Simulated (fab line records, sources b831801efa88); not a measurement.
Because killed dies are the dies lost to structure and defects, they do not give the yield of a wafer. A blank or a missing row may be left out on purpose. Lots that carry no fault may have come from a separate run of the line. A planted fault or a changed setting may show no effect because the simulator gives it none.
Which tool is to blame? | flow gf180mcu | 6 lots, 18 wafers sampled, at 4 steps of a route of 602

== WHAT THE GAUGES READ, wafer by wafer ==
GF_MVSD_TW_MEAS_11.
lot  | measured    | on           | MVSD_TW
L616 | day 4 13:58 | filmMetro-04 | 1576 1574 1583
L619 | day 5 11:52 | filmMetro-03 | 1585 1587 1580
L620 | day 5 21:42 | filmMetro-04 | 1568 1572 1580
L623 | day 6 15:16 | filmMetro-01 | 1551 1543 1553
L625 | day 7 05:57 | filmMetro-03 | 1586 1590 1589
L630 | day 8 04:22 | filmMetro-01 | 29 29 29

== TOOL THAT RAN EACH LOT (tool first, then ch and the chambers of the sampled wafers, then the start) ==
lot  | GF_DNWELL_STRIP_08                 | GF_LVPWELL_STRIP_10                | GF_MVSD_STRIP_10
L616 | plasmaAsher-04 ch 0,1, day 2 23:32 | plasmaAsher-02 ch 0,1, day 4 00:50 | plasmaAsher-02 ch 0,1, day 4 13:52
L619 | plasmaAsher-04 ch 0,1, day 3 19:52 | plasmaAsher-02 ch 0,1, day 4 21:14 | plasmaAsher-04 ch 0,1, day 5 11:46
L620 | plasmaAsher-01 ch 0,1, day 4 04:13 | plasmaAsher-04 ch 0,1, day 5 07:17 | plasmaAsher-02 ch 0,1, day 5 21:35
L623 | plasmaAsher-01 ch 0,1, day 4 18:42 | plasmaAsher-04 ch 0,1, day 5 23:52 | plasmaAsher-04 ch 1, day 6 15:10
L625 | plasmaAsher-04 ch 0,1, day 5 08:16 | plasmaAsher-04 ch 0,1, day 6 14:26 | plasmaAsher-04 ch 0,1, day 7 05:50
L630 | plasmaAsher-04 ch 0,1, day 6 05:39 | plasmaAsher-04 ch 0,1, day 7 12:20 | plasmaAsher-03 ch 0,1, day 8 04:15
- GF_DNWELL_STRIP_08: strips in O2/N2.
- GF_LVPWELL_STRIP_10: strips in O2/N2.
- GF_MVSD_STRIP_10: strips in O2/N2.

== THE ANSWER, worked out from the rows above alone ==
Rule: the usual values come from the lots themselves. Put in order of their means at a reading, lots are off if they are a third of the lots or fewer, leave a main group of 4 or more, and stand apart from it by a gap of 3 or more times the standard deviation of the main group's means; of several such gaps the widest counts. A main group is skipped when, at the precision printed for the reading in the tables above, its means are all equal. A lot without any number at a reading at which 4 lots or more have one is off too. Any other lot the step has rows for is counted as sound.
Off: L630, at GF_MVSD_TW_MEAS_11 (MVSD_TW). The main group: mean 1574, standard deviation 14.
A tool fits if, at a process step before that reading, it ran every lot that is off, and no sound lot after the first of them. Gauges at GF_MVSD_TW_MEAS_11: tried the same way as those tools. Can't be told from this: 3 tools fit, plasmaAsher-04 at GF_DNWELL_STRIP_08 and GF_LVPWELL_STRIP_10, plasmaAsher-03 at GF_MVSD_STRIP_10, filmMetro-01 at GF_MVSD_TW_MEAS_11.

== WHAT WAS PUT IN BY THE SIMULATOR ==
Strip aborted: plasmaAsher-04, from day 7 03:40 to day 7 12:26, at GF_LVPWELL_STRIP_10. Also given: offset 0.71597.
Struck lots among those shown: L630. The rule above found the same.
